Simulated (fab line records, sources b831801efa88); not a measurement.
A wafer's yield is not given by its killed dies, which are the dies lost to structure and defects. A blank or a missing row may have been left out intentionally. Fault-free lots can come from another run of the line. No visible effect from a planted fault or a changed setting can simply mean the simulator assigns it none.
The tool behind it: which one? -- flow sky130 -- 36 wafers from 12 lots sampled at 5 of the route's 708 steps

WHAT EACH GAUGE READ, for each wafer
SKY_SONOS_ONO_OVL_MEAS_14. Usual: SONOS_ONO_OVL 0.9 nm, standard deviation 1.2.
lot,measured,on,SONOS_ONO_OVL (nm),flag
L744,day 12 10:04,overlay-02,3.3 2.8 3.5,
L745,day 12 13:46,overlay-02,-0.3 0.6 0.5,
L746,day 13 00:05,overlay-02,0.5 0.1 0.9,
L747,day 14 04:39,overlay-02,-0.6 0.0 0.5,
L748,day 14 05:07,overlay-02,2.0 1.3 0.6,
L749,day 14 06:31,overlay-02,0.2 -0.2 0.2,
L754,day 16 12:47,overlay-01,1.2 2.6 0.7,
L758,day 17 16:16,overlay-01,1.4 2.1 1.3,
L760,day 18 07:30,overlay-01,1.0 0.9 0.8,
L762,day 18 23:08,overlay-01,-0.9 1.1 0.5,
L763,day 19 00:51,overlay-02,0.7 0.6 -1.0,
L764,day 19 17:01,overlay-01,0.5 -0.6 0.1,

SKY_RES_PROTECT_TW_MEAS_08. Usual: POLY_GATE_TW 4029, standard deviation 48.
lot,measured,on,POLY_GATE_TW,flag
L744,day 15 13:47,film-metro-01,3923 3924 3907,
L745,day 15 13:47,film-metro-03,4062 4080 4081,
L746,day 15 13:59,film-metro-01,3917 3929 3912,
L747,day 16 21:02,film-metro-03,4050 4064 4049,
L748,day 16 20:44,film-metro-02,4034 4059 4046,
L749,day 16 20:32,film-metro-03,4075 4064 4069,
L754,day 19 10:10,film-metro-03,4088 4061 4058,
L758,day 20 13:58,film-metro-03,4074 4078 4065,
L760,day 21 04:41,film-metro-01,3971 3978 3997,
L762,day 21 19:21,film-metro-02,4009 4029 4045,
L763,day 21 21:42,film-metro-02,4026 4026 4028,
L764,day 22 11:37,film-metro-02,4002 4024 4023,

SKY_LDD_P_CD_MEAS_07: the cd target is 380 nm. Usual: cd-nm reads 380.4 nm (standard deviation 2.7).
lot,measured,on,cd-nm (nm),flag
L744,day 19 14:21,cd-sem-02,382.9 381.4 382.5,
L745,day 19 12:19,cd-sem-02,377.9 377.4 377.8,
L746,day 19 13:28,cd-sem-02,377.2 377.7 379.8,
L747,day 20 22:14,cd-sem-01,406.6 382.9 406.3,OFF
L748,day 20 21:56,cd-sem-02,403.6 379.8 406.6,OFF
L749,day 20 21:02,cd-sem-01,380.0 380.8 380.3,
L754,day 23 13:00,cd-sem-02,380.8 380.3 380.6,
L758,day 24 14:43,cd-sem-02,379.4 379.4 377.6,
L760,day 25 09:07,cd-sem-02,385.2 384.5 385.2,
L762,day 25 17:39,cd-sem-02,385.7 386.1 383.7,
L763,day 25 20:19,cd-sem-02,381.7 382.5 382.2,
L764,day 26 08:13,cd-sem-02,380.9 380.0 383.2,

WHAT TOOL EACH LOT RAN ON (gives the tool, then ch and the chambers of the sampled wafers, and finally the start)
lot,SKY_SONOS_ONO_STRIP_17,SKY_LDD_P_DEVELOP_06
L744,"plasma-asher-01 ch 0,1, day 12 10:13","litho-track-03 ch 0, day 19 14:12"
L745,"plasma-asher-04 ch 0,1, day 12 13:55","litho-track-01 ch 0, day 19 12:10"
L746,"plasma-asher-04 ch 0,1, day 13 00:14","litho-track-03 ch 0, day 19 13:20"
L747,"plasma-asher-04 ch 0,1, day 14 04:47","litho-track-03 ch 0, day 20 22:05"
L748,"plasma-asher-03 ch 0,1, day 14 05:28","litho-track-03 ch 0, day 20 21:47"
L749,"plasma-asher-04 ch 0,1, day 14 06:40","litho-track-03 ch 0, day 20 20:53"
L754,"plasma-asher-03 ch 0,1, day 16 12:57","litho-track-04 ch 0, day 23 12:51"
L758,"plasma-asher-01 ch 0,1, day 17 16:25","litho-track-03 ch 0, day 24 14:35"
L760,"plasma-asher-04 ch 0,1, day 18 07:38","litho-track-04 ch 0, day 25 08:59"
L762,"plasma-asher-04 ch 0,1, day 18 23:18","litho-track-03 ch 0, day 25 17:26"
L763,"plasma-asher-04 ch 0,1, day 19 00:59","litho-track-04 ch 0, day 25 20:11"
L764,"plasma-asher-03 ch 0,1, day 19 17:10","litho-track-03 ch 0, day 26 07:59"
- SKY_SONOS_ONO_STRIP_17: strips in O2/N2.
- SKY_LDD_P_DEVELOP_06: develop time 60 s.

WHAT THE TOOLS THEMSELVES READ (means of the sampled wafers that have a number; where no wafer has one, the mark that the record gives instead)
SKY_SONOS_ONO_STRIP_17. Usual: drypump-motor-current-A 5.9 A, standard deviation 0.36; n2-flow-sccm 299.8 sccm, standard deviation 0.99; oes-product-au 0.710 a.u., standard deviation 0.0047; strip-time-to-endpoint-s 14.10 s, standard deviation 0.038.
lot,tool,drypump-motor-current-A (A),n2-flow-sccm (sccm),oes-product-au (a.u.),strip-time-to-endpoint-s (s),flag
L744,plasma-asher-01,5.8,299.8,0.709,14.10,
L745,plasma-asher-04,6.2,299.7,0.706,14.13,
L746,plasma-asher-04,6.2,301.1,0.710,14.11,
L747,plasma-asher-04,6.2,299.4,0.708,14.07,
L748,plasma-asher-03,5.9,299.7,0.707,14.07,
L749,plasma-asher-04,5.8,300.2,0.709,14.16,
L754,plasma-asher-03,5.9,299.4,0.711,14.09,
L758,plasma-asher-01,5.8,299.6,0.707,14.09,
L760,plasma-asher-04,6.2,300.4,0.712,14.04,
L762,plasma-asher-04,6.2,298.3,0.712,14.16,
L763,plasma-asher-04,5.8,301.1,0.713,14.11,
L764,plasma-asher-03,5.9,299.3,0.711,14.06,

SKY_LDD_P_DEVELOP_06. Usual: developer-temp-C 23.01 C, standard deviation 0.11; exhaust-pa 45.1 Pa, standard deviation 0.96.
lot,tool,developer-temp-C (C),exhaust-pa (Pa),flag
L744,litho-track-03,23.04,45.2,
L745,litho-track-01,22.92,44.9,
L746,litho-track-03,23.09,46.4,
L747,litho-track-03,23.05,44.3,
L748,litho-track-03,22.99,45.3,
L749,litho-track-03,23.04,45.7,
L754,litho-track-04,23.03,46.2,
L758,litho-track-03,23.16,44.2,
L760,litho-track-04,22.88,44.1,
L762,litho-track-03,23.05,45.1,
L763,litho-track-04,23.03,45.9,
L764,litho-track-03,22.99,45.0,

THE ANSWER, worked out from the rows above alone
Rule: take the mean of a lot's wafers that have a number; if it is more than 3 standard deviations from the usual mean, the lot is off. Also off: a lot with no number at a reading for which 4 or more lots have one. Any other lot the step has rows for is counted as sound. Order of review: gauges by route order, followed by the tools' own readings, for which a lot's mean as printed above is used. The first step at which some lot is off is used, and at that step the reading that is off furthest; a lot without a number counts as furthest.
Off: L747, L748, at SKY_LDD_P_CD_MEAS_07 (cd-nm).
If a tool, at a process step before that reading, ran all the lots that are off and no sound lot after the first of them, it fits. The gauges at SKY_LDD_P_CD_MEAS_07 are tried like those tools. Not one of the candidates tried fits.

WHAT WAS PUT IN BY THE SIMULATOR
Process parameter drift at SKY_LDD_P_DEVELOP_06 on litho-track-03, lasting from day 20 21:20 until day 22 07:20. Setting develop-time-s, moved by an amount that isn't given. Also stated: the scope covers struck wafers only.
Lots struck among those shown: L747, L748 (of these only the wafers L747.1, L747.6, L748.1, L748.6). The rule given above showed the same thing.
